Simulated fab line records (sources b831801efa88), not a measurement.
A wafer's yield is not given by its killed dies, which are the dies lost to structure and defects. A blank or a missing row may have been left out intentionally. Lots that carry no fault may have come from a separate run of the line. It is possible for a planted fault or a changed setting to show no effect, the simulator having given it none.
One fault through the eyes of 2 desks + flow gf180mcu + numbers are kept per desk, each desk with only its own; the story behind them comes last

## AT THE TOOL OWNER'S DESK: litho track-02
The tool's own readings at GF_M5_PEB_05 (peb time 90 s): means of the sampled wafers that have a number, for each lot that ran on this tool. Any lot whose mean is over 4 standard deviations away from the usual mean is out of limits and marked OUT; that distance is given in the brackets.
Columns: A = chill plate temp C at GF_M5_PEB_05, usual 22.99 C; B = exhaust pa at GF_M5_PEB_05, usual 45.3 Pa
| lot  | first seen here | A     | B    |
|------|-----------------|-------|------|
| L241 | day 27 10:59    | 22.82 | 44.4 |
| L248 | day 29 11:04    | 22.90 | 45.2 |
| L252 | day 30 11:32    | 23.05 | 46.7 |
| L256 | day 31 18:16    | 22.97 | 45.7 |
| L260 | day 32 17:49    | 23.11 | 45.0 |
| L261 | day 33 03:44    | 22.98 | 45.5 |
Finding of this desk: none of the 6 lots has anything out of limits.

## AT THE METROLOGY DESK
What the gauges read for every lot (on any tool): the sampled wafers with a number, averaged. Any lot whose mean is over 4 standard deviations away from the usual mean is out of limits and marked OUT; that distance is given in the brackets.
Columns: A = M4_ALCU_THK at GF_M4_THK_MEAS_06, usual 457 nm
| lot  | first seen here | A   |
|------|-----------------|-----|
| L240 | day 23 06:38    | 456 |
| L241 | day 23 17:13    | 453 |
| L242 | day 23 19:07    | 460 |
| L244 | day 24 22:11    | 460 |
| L245 | day 25 06:02    | 462 |
| L248 | day 25 23:14    | 459 |
| L252 | day 27 01:32    | 458 |
| L256 | day 28 11:20    | 459 |
| L258 | day 29 00:20    | 452 |
| L259 | day 29 08:46    | 454 |
| L260 | day 29 14:01    | 465 |
| L261 | day 30 01:29    | 467 |
| L262 | day 30 04:07    | 460 |
| L263 | day 30 10:18    | 460 |
Finding of this desk: none of the 14 lots has anything out of limits.

## TAKEN TOGETHER
The desk of the tool owner found nothing out of limits.
The metrology desk saw nothing out of limits.

## WHAT THE SIMULATOR PUT IN
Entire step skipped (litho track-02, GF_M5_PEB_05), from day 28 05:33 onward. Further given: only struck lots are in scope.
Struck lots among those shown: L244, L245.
